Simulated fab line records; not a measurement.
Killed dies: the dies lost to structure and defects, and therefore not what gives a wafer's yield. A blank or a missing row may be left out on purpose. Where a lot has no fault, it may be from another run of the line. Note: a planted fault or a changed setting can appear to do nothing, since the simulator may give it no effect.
fab line records	flow gf180mcu
record lots=6	wafers=18	last-day=34
route steps=602 shown CONTACT@307 M1@315
lots untouched by any fault: they come from a run of this same line in which no faults occurred
start-h: hours from the record's opening day to when the first of the lot's shown wafers began	wait-h: how many hours have passed since the lot's step before this one	" repeats the value in the row above	L1.1+2: one row covering several wafers at once	- no value, or no start given	* or withheld: withheld	< > ~ a bound
route shown NAME@n: names a module that has steps shown in the file, with the first one's number in the route	usual: average and standard deviation across the fault-free wafers	same: alike in all rows	chamber/n: place in a boat	sites: the reading at each site	_std_site: the values' standard deviation	_edge_site: outer sites' mean less inner sites'	radius-mm: how far each site lies from the wafer's centre	mask NAME#n: copy n	behind: the most recent tool/chamber to have shaped the wafer	hold: why the lot went on hold/how many hours it stayed there/how the hold came to an end	device: whichever transistor did not switch (one of n, p or np)	end of line: tests run on the same wafers once the route is complete	a step with no rows: only its recipe	killed: dies lost to structure and defects at the first sort, not the wafer's yield	map: a wafer's dies, marking killed ones x, the rest . and places with no die _
set.NAME: the setting that was run; set.NAME@STEP: the one run at that earlier step	model.NAME: the simulator's own value behind a step, which no gauge read
certain route steps with their lots: each step a table, each wafer a row
services: a tool's chamber out of use, with start hour (start-h, from the record's first day; less than 0 if before it), hours out, and reason
## steps
# step GF_CONTACT_CLEAN_20
# recipe chemistry=DIW
# step GF_CONTACT_CLEAN_21
# recipe chemistry=dHF	time-s=20	dilution=100:1	dry=ipa-marangoni
# step GF_CONTACT_SPUTTER_22
# recipe material=Ti	target-thk-nm=15	chamber-pressure-pa=5	power-w=2500	substrate-temp-c=200	time-s=80.02
# usual cathode-dc-power-W=2499.9/0.45	chamber-pressure-pa=5.000/0.0091	substrate-temp-c=200.01/0.15	throttle-valve-pct=30.3/0.81
lot.wafer	tool	chamber	start-h	wait-h	cathode-dc-power-W	chamber-pressure-pa	substrate-temp-c	throttle-valve-pct
L343.1	pvd-sputter-03	-	410.14	0.0	2499.5	4.997	199.89	30.6
L343.5	"	-	"	"	2500.1	4.999	199.80	30.3
L343.6	"	-	"	"	2500.4	4.987	200.00	29.6
L346.1	pvd-sputter-01	-	435.15	0.0	2499.2	5.008	200.01	29.0
L346.2	"	-	"	"	2500.8	4.989	200.05	30.5
L346.5	"	-	"	"	2500.3	5.008	200.05	31.0
L347.4	pvd-sputter-03	-	438.36	0.0	2499.5	4.982	200.21	30.4
L347.5	"	-	"	"	2500.3	5.004	200.13	28.6
L347.6	"	-	"	"	2500.1	4.982	200.12	30.5
L348.1	pvd-sputter-01	-	446.94	0.0	2500.4	4.991	200.06	30.9
L348.2	"	-	"	"	2499.8	4.999	199.97	29.1
L348.4	"	-	"	"	2499.6	4.983	200.13	30.9
L359.1	pvd-sputter-03	-	538.08	0.0	2500.1	5.001	200.12	29.7
L359.2	"	-	"	"	2499.2	5.004	200.28	30.8
L359.6	"	-	"	"	2499.6	5.007	199.84	30.8
L360.1	pvd-sputter-01	-	544.17	0.0	2500.0	5.014	199.99	30.6
L360.5	"	-	"	"	2500.2	5.002	199.76	30.7
L360.6	"	-	"	"	2499.4	5.004	199.99	30.6
# step GF_CONTACT_SPUTTER_23
# recipe material=TiN	target-thk-nm=10	chamber-pressure-pa=5	power-w=4000	time-s=40
# usual cathode-dc-power-W=4000.0/0.69	chamber-pressure-pa=4.999/0.009	throttle-valve-pct=30.3/0.79
lot.wafer	tool	chamber	start-h	wait-h	cathode-dc-power-W	chamber-pressure-pa	throttle-valve-pct
L343.1	pvd-sputter-03	-	410.21	0.0	3999.4	4.990	30.7
L343.5	"	-	"	"	4000.7	4.997	30.5
L343.6	"	-	"	"	4000.2	4.999	29.6
L346.1	pvd-sputter-01	-	435.21	0.0	3999.7	4.992	29.2
L346.2	"	-	"	"	4000.3	4.991	30.5
L346.5	"	-	"	"	4000.1	5.006	31.0
L347.4	pvd-sputter-03	-	438.42	0.0	4000.4	4.996	30.5
L347.5	"	-	"	"	3999.7	5.004	29.2
L347.6	"	-	"	"	4000.4	5.010	30.5
L348.1	pvd-sputter-01	-	447.00	0.0	4000.1	5.008	31.2
L348.2	"	-	"	"	4000.6	5.005	29.4
L348.4	"	-	"	"	4000.4	4.998	30.5
L359.1	pvd-sputter-03	-	538.14	0.0	3999.4	4.997	29.8
L359.2	"	-	"	"	4001.0	5.014	30.5
L359.6	"	-	"	"	4000.4	4.997	31.0
L360.1	pvd-sputter-01	-	544.23	0.0	3999.0	4.991	30.4
L360.5	"	-	"	"	3999.2	5.009	30.7
L360.6	"	-	"	"	4001.4	5.001	30.5
# step GF_CONTACT_CVD_24
# recipe material=W	target-thk-nm=300	time-s=90.339	temp-c=400	pressure-torr=40
# usual heater-power-w=853/37
lot.wafer	tool	chamber	start-h	wait-h	heater-power-w
L343.1	cvd-w-02	1	410.24	0.0	903
L343.5	"	1	"	"	901
L343.6	"	1	"	"	881
L346.1	cvd-w-01	0	435.25	0.0	809
L346.2	"	1	"	"	807
L346.5	"	0	"	"	811
L347.4	cvd-w-02	1	438.49	0.1	893
L347.5	"	1	"	"	913
L347.6	"	0	"	"	864
L348.1	cvd-w-02	1	447.04	0.0	891
L348.2	"	0	"	"	879
L348.4	"	0	"	"	897
L359.1	cvd-w-01	0	538.18	0.0	823
L359.2	"	1	"	"	816
L359.6	"	1	"	"	814
L360.1	cvd-w-01	1	544.27	0.0	807
L360.5	"	1	"	"	816
L360.6	"	0	"	"	809
# step GF_CONTACT_RS_MEAS_25
# recipe thk-meas-gauge=four-point-probe	reads=W_of_CONTACT_CVD_24+TiN_of_CONTACT_SPUTTER_23+Ti_of_CONTACT_SPUTTER_22
# usual CONTACT_W_RS=0.384/0.0036
lot.wafer	tool	chamber	start-h	wait-h	CONTACT_W_RS[ohm/sq]
L343.1	film-metro-02	-	410.45	0.2	0.387
L343.5	"	-	"	"	0.388
L343.6	"	-	"	"	0.389
L346.1	film-metro-03	-	435.35	0.1	0.382
L346.2	"	-	"	"	0.382
L346.5	"	-	"	"	0.380
L347.4	film-metro-02	-	438.62	0.1	0.386
L347.5	"	-	"	"	0.387
L347.6	"	-	"	"	0.387
L348.1	film-metro-03	-	447.14	0.1	0.389
L348.2	"	-	"	"	0.388
L348.4	"	-	"	"	0.387
L359.1	film-metro-04	-	538.28	0.1	0.389
L359.2	"	-	"	"	0.386
L359.6	"	-	"	"	0.384
L360.1	film-metro-03	-	544.37	0.1	0.380
L360.5	"	-	"	"	0.383
L360.6	"	-	"	"	0.383
# step GF_CONTACT_THK_MEAS_26
# recipe thk-meas-gauge=xrf	reads=W_of_CONTACT_CVD_24
# usual CONTACT_W_THK=300/4
lot.wafer	tool	chamber	start-h	wait-h	CONTACT_W_THK[nm]
L343.1	film-metro-02	-	410.57	0.1	296
L343.5	"	-	"	"	298
L343.6	"	-	"	"	298
L346.1	film-metro-03	-	435.47	0.1	304
L346.2	"	-	"	"	303
L346.5	"	-	"	"	305
L347.4	film-metro-02	-	438.71	0.1	297
L347.5	"	-	"	"	297
L347.6	"	-	"	"	298
L348.1	film-metro-03	-	447.26	0.1	297
L348.2	"	-	"	"	298
L348.4	"	-	"	"	299
L359.1	film-metro-04	-	538.40	0.1	296
L359.2	"	-	"	"	300
L359.6	"	-	"	"	300
L360.1	film-metro-03	-	544.49	0.1	306
L360.5	"	-	"	"	307
L360.6	"	-	"	"	306
# step GF_CONTACT_CMP_27
# recipe stop-on=SiO2	down-force-psi=3.5	platen-rpm=60	t-overpolish-s=15	target-thk-nm=0	pad-velocity-m-s=0.94248
# step GF_M1_SPUTTER_00
# recipe material=Ti	target-thk-nm=37.5	arriving-ion-energy-ev=80	substrate-temp-c=200	chamber-pressure-pa=2	power-w=4000	time-s=150
# usual cathode-dc-power-W=3999.9/0.73	chamber-pressure-pa=2.000/0.0038	substrate-temp-c=199.98/0.18	throttle-valve-pct=30.0/0.74
lot.wafer	tool	chamber	start-h	wait-h	cathode-dc-power-W	chamber-pressure-pa	substrate-temp-c	throttle-valve-pct
L343.1	pvd-sputter-01	-	411.00	0.2	3999.9	1.995	200.13	31.5
L343.5	"	-	"	"	4000.4	2.001	199.54	30.7
L343.6	"	-	"	"	4000.3	1.999	199.71	30.5
L346.1	pvd-sputter-02	-	435.83	0.1	4000.6	1.997	199.89	29.1
L346.2	"	-	"	"	4000.5	2.001	200.09	29.8
L346.5	"	-	"	"	4000.8	1.995	200.01	29.8
L347.4	pvd-sputter-01	-	439.04	0.2	3999.0	2.001	199.97	30.7
L347.5	"	-	"	"	3999.6	2.000	200.15	29.2
L347.6	"	-	"	"	4000.6	2.000	199.87	30.6
L348.1	pvd-sputter-01	-	447.62	0.2	3999.3	1.999	200.26	30.8
L348.2	"	-	"	"	3999.4	1.999	199.72	30.4
L348.4	"	-	"	"	3999.6	2.001	200.16	31.2
L359.1	pvd-sputter-02	-	538.76	0.2	4000.2	2.005	199.53	29.4
L359.2	"	-	"	"	4000.4	2.004	199.77	29.8
L359.6	"	-	"	"	3999.7	2.000	200.34	29.6
L360.1	pvd-sputter-03	-	544.85	0.2	3998.7	1.998	199.98	28.8
L360.5	"	-	"	"	3999.7	2.004	200.10	29.7
L360.6	"	-	"	"	4000.5	2.005	199.97	31.0
# step GF_M1_SPUTTER_01
# recipe material=TiN	target-thk-nm=30	power-w=6500	time-s=25	chamber-pressure-pa=0.4
# usual cathode-dc-power-W=6499.9/1.1	chamber-pressure-pa=0.4000/0.00073	throttle-valve-pct=30.0/0.75
lot.wafer	tool	chamber	start-h	wait-h	cathode-dc-power-W	chamber-pressure-pa	throttle-valve-pct
L343.1	pvd-sputter-01	-	411.10	0.1	6500.1	0.3995	31.2
L343.5	"	-	"	"	6499.3	0.4006	30.7
L343.6	"	-	"	"	6499.0	0.4002	30.4
L346.1	pvd-sputter-02	-	435.93	0.1	6500.0	0.3996	29.4
L346.2	"	-	"	"	6500.1	0.3996	29.7
L346.5	"	-	"	"	6500.2	0.3985	29.4
L347.4	pvd-sputter-01	-	439.14	0.1	6500.3	0.4007	30.5
L347.5	"	-	"	"	6500.7	0.4004	29.5
L347.6	"	-	"	"	6500.4	0.4012	30.5
L348.1	pvd-sputter-01	-	447.72	0.1	6501.3	0.4000	30.7
L348.2	"	-	"	"	6500.5	0.3999	30.9
L348.4	"	-	"	"	6499.7	0.4003	31.1
L359.1	pvd-sputter-02	-	538.86	0.1	6501.3	0.4004	29.1
L359.2	"	-	"	"	6497.6	0.3993	29.8
L359.6	"	-	"	"	6499.7	0.3993	29.7
L360.1	pvd-sputter-03	-	544.95	0.1	6498.3	0.3996	28.8
L360.5	"	-	"	"	6499.2	0.4000	29.5
L360.6	"	-	"	"	6498.7	0.4002	31.0
# step GF_M1_SPUTTER_02
# recipe material=AlCu	target-thk-nm=450	power-w=10600	time-s=23.9	chamber-pressure-pa=0.4
# step GF_M1_SPUTTER_03
# recipe material=Ti	target-thk-nm=10	substrate-temp-c=300	chamber-pressure-pa=0.3	power-w=3000	time-s=6.7
# step GF_M1_SPUTTER_04
# recipe material=TiN	target-thk-nm=50	power-w=6500	time-s=41.7	chamber-pressure-pa=0.4
# usual cathode-dc-power-W=6500.0/1.2	chamber-pressure-pa=0.3999/0.00092	throttle-valve-pct=30.0/0.76
lot.wafer	tool	chamber	start-h	wait-h	cathode-dc-power-W	chamber-pressure-pa	throttle-valve-pct
L343.1	pvd-sputter-01	-	411.18	0.0	6500.6	0.4009	31.2
L343.5	"	-	"	"	6499.1	0.3996	30.6
L343.6	"	-	"	"	6498.5	0.3984	30.6
L346.1	pvd-sputter-02	-	436.01	0.0	6501.6	0.3984	29.7
L346.2	"	-	"	"	6498.9	0.3999	29.6
L346.5	"	-	"	"	6501.1	0.4006	29.8
L347.4	pvd-sputter-01	-	439.22	0.0	-	-	-
L347.5	"	-	"	"	-	-	-
L347.6	"	-	"	"	-	-	-
L348.1	pvd-sputter-01	-	447.80	0.0	-	-	-
L348.2	"	-	"	"	-	-	-
L348.4	"	-	"	"	-	-	-
L359.1	pvd-sputter-02	-	538.94	0.0	6500.9	0.4020	29.0
L359.2	"	-	"	"	6499.2	0.3994	29.6
L359.6	"	-	"	"	6497.9	0.4006	29.5
L360.1	pvd-sputter-03	-	545.03	0.0	6498.2	0.3998	29.1
L360.5	"	-	"	"	6499.7	0.4009	29.6
L360.6	"	-	"	"	6498.2	0.3991	30.8
# step GF_M1_THK_MEAS_06
# recipe thk-meas-gauge=xrf	reads=AlCu_of_M1_SPUTTER_02
# usual M1_ALCU_THK=453/6.2
lot.wafer	tool	chamber	start-h	wait-h	M1_ALCU_THK[nm]
L343.1	film-metro-01	-	411.34	0.1	448
L343.5	"	-	"	"	439
L343.6	"	-	"	"	446
L346.1	film-metro-03	-	436.17	0.1	459
L346.2	"	-	"	"	457
L346.5	"	-	"	"	456
L347.4	film-metro-02	-	439.41	0.1	494
L347.5	"	-	"	"	489
L347.6	"	-	"	"	495
L348.1	film-metro-02	-	447.96	0.1	494
L348.2	"	-	"	"	498
L348.4	"	-	"	"	501
L359.1	film-metro-03	-	539.10	0.1	461
L359.2	"	-	"	"	465
L359.6	"	-	"	"	462
L360.1	film-metro-03	-	545.19	0.1	450
L360.5	"	-	"	"	457
L360.6	"	-	"	"	456
# step GF_M1_DEHYDRATE_07
# recipe temp-c=200	time-s=60
## services
tool	chamber	start-h	hours	kind
pvd-sputter-03	-	388.63	5.8	repair
cvd-w-01	-	390.00	14.0	pm
cvd-w-01	0	390.00	14.0	vent-cycle
cvd-w-01	1	390.00	14.0	vent-cycle
pvd-sputter-01	-	398.24	4.9	repair
cvd-w-01	0	404.00	-	clean
cvd-w-01	1	404.00	-	clean
pvd-sputter-02	0	405.64	-	consumable-replace:kit
pvd-sputter-02	0	405.64	18.0	scheduled-down
pvd-sputter-02	0	405.64	18.0	vent-cycle
cvd-w-02	0	409.58	4.8	repair
pvd-sputter-03	-	426.83	0.5	repair
cvd-w-01	-	450.81	1.6	repair
pvd-sputter-02	-	497.27	4.7	repair
pvd-sputter-03	0	522.52	-	consumable-replace:kit
pvd-sputter-03	0	522.52	18.0	scheduled-down
pvd-sputter-03	0	522.52	18.0	vent-cycle
pvd-sputter-03	-	524.32	4.7	repair
pvd-sputter-01	-	533.30	1.1	repair
## key
first-sign step=GF_M1_SPUTTER_04	reading=tool-record	direction=missing
effect step=GF_M1_THK_MEAS_06	reading=M1_ALCU_THK	direction=up	sigmas=6.7	usual=453	struck=495
met-at GF_M1_SPUTTER_04
struck-wafers L347.4,L347.5,L347.6,L348.1,L348.2,L348.4
later-rows-left-out L347.4,L347.5,L347.6,L348.1,L348.2,L348.4
sort-left-out L347.4,L347.5,L347.6,L348.1,L348.2,L348.4
onset-between 411.18 439.22
fault kind=skipped-step-whole	tool=pvd-sputter-01	chamber=-	onset-h=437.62	steps=GF_M1_SPUTTER_04	scope=struck-lots-only
# sort-left-out: the simulated sort isn't trusted on such a fault, so these wafers' sort isn't shown, and their yield isn't known
# later-rows-left-out: the simulator's readings of these wafers behind a module that went badly wrong aren't trusted and aren't shown, but for the sort
